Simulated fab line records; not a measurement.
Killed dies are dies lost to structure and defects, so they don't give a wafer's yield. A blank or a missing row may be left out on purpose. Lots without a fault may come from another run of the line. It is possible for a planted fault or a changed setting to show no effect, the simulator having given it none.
Code-filled problem report in 8D (eight disciplines) form | flow sfq-line | the parts of the form that need people (team, actions taken, sign-off) are left out

== 1. WHAT IS WRONG ==
oes-product-au at SFQ_TRILAYER_I2_VIA_ETCH_VIA_ETCH_070 reads a mean of 0.377 a.u. on 6 wafers of 2 lots; wafers without a fault read 0.855 a.u. with a standard deviation of 0.0056. That is -85 standard deviations from the usual mean.
The step: etches SiO2 in CHF3, stops on Nb, target depth 260 nm.
The first sign was on wafer L770.1 at day 34 05:21, on rie-diel-04. Wafers with a number at this step in the record: 42, from 14 lots. The rule behind "out" and "out of limits": a value lying over 4 standard deviations away from the usual mean. All remaining wafers that have a number are taken as sound.

== 2. WHAT IT IS AND WHAT IT IS NOT ==
question                    | is                       | is not
which readings at this step | oes-product-au           | -
which lots                  | L770, L771               | L759, L760, L764, L766, L767, L768, L773, L774, L777, L780, L781, L782
which wafers of those lots  | all that have a number   | -
read on which tools         | rie-diel-01, rie-diel-04 | rie-diel-03
when                        | from day 34 05:21        | up to then (18 sound wafers); but 18 sound wafers of L773, L774, L777, L780, L781, L782 came after

== 3. SUSPECTS, AND WHAT RULES EACH OUT ==
Counting: any tool at a process step up to the reading is kept as a suspect provided that every lot that is out went through it and no sound lot did after the first of them.
- rie-metal-01 at SFQ_TRILAYER_I1_VIA_STRIP_STRIP_053 (strips in O2): ruled out as a lasting fault. After its first lot that is out, L770 (day 21 11:44), sound lots L774, L780, L781 ran on it.
- pecvd-04 at SFQ_TRILAYER_I2_DEP_PECVD_063 (deposits SiO2 from SiH4/N2O, time 111.11 s, target thk 500 nm): ruled out as a lasting fault. After its first lot that is out, L770 (day 27 13:28), sound lots L782 ran on it.
Left after counting: nothing in the record.

== 4. THE CAUSE (what the simulator had put in) ==
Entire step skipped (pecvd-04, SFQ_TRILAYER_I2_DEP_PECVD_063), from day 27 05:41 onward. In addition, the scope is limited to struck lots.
Counting ruled it out, wrongly: the rule takes a fault to strike every lot that its tool runs from its start on, and this one did not.

== 5. THE EFFECT CHAIN, in route order ==
Rows list readings where the struck wafers' mean (over those with a number) sits beyond 3 standard deviations from the usual. Scope: only readings with a usual standard deviation given in the record; hours: median across lots of the time from each lot's start at the first step in this table that gives one to its start at this step; sigmas: change in usual standard deviations.
hours | step                                  | reading        | usual      | on struck wafers | change | sigmas
0     | SFQ_TRILAYER_I2_VIA_ETCH_VIA_ETCH_070 | oes-product-au | 0.855 a.u. | 0.377            | -0.478 | -85
Process steps it contains:
- SFQ_TRILAYER_I2_VIA_ETCH_VIA_ETCH_070: etches SiO2 in CHF3, stops on Nb, target depth 260 nm.
Readings that are blank on the struck wafers while sound wafers have them: chamber-pressure-Torr at SFQ_TRILAYER_I2_DEP_PECVD_063; heater-power-outer-w at SFQ_TRILAYER_I2_DEP_PECVD_063; heater-power-w at SFQ_TRILAYER_I2_DEP_PECVD_063; rf-fwd-power-W at SFQ_TRILAYER_I2_DEP_PECVD_063; showerhead-vpp-V at SFQ_TRILAYER_I2_DEP_PECVD_063; throttle-valve-pct at SFQ_TRILAYER_I2_DEP_PECVD_063; exposure-dose-mJ-cm2 at SFQ_TRILAYER_M3_LITHO_EXPOSE_076; focus-offset-nm at SFQ_TRILAYER_M3_LITHO_EXPOSE_076; and 1 more.

== 6. HOW IT WOULD HAVE BEEN CAUGHT EARLIER ==
In this record no reading fell out of limits until day 34 05:21, 168 hours after the fault had begun at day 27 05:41.
At SFQ_TRILAYER_I2_DEP_PECVD_063 the tool's readings are blank on the struck wafers, where sound wafers have them: an empty tool record is the first sign, and it was there at once.
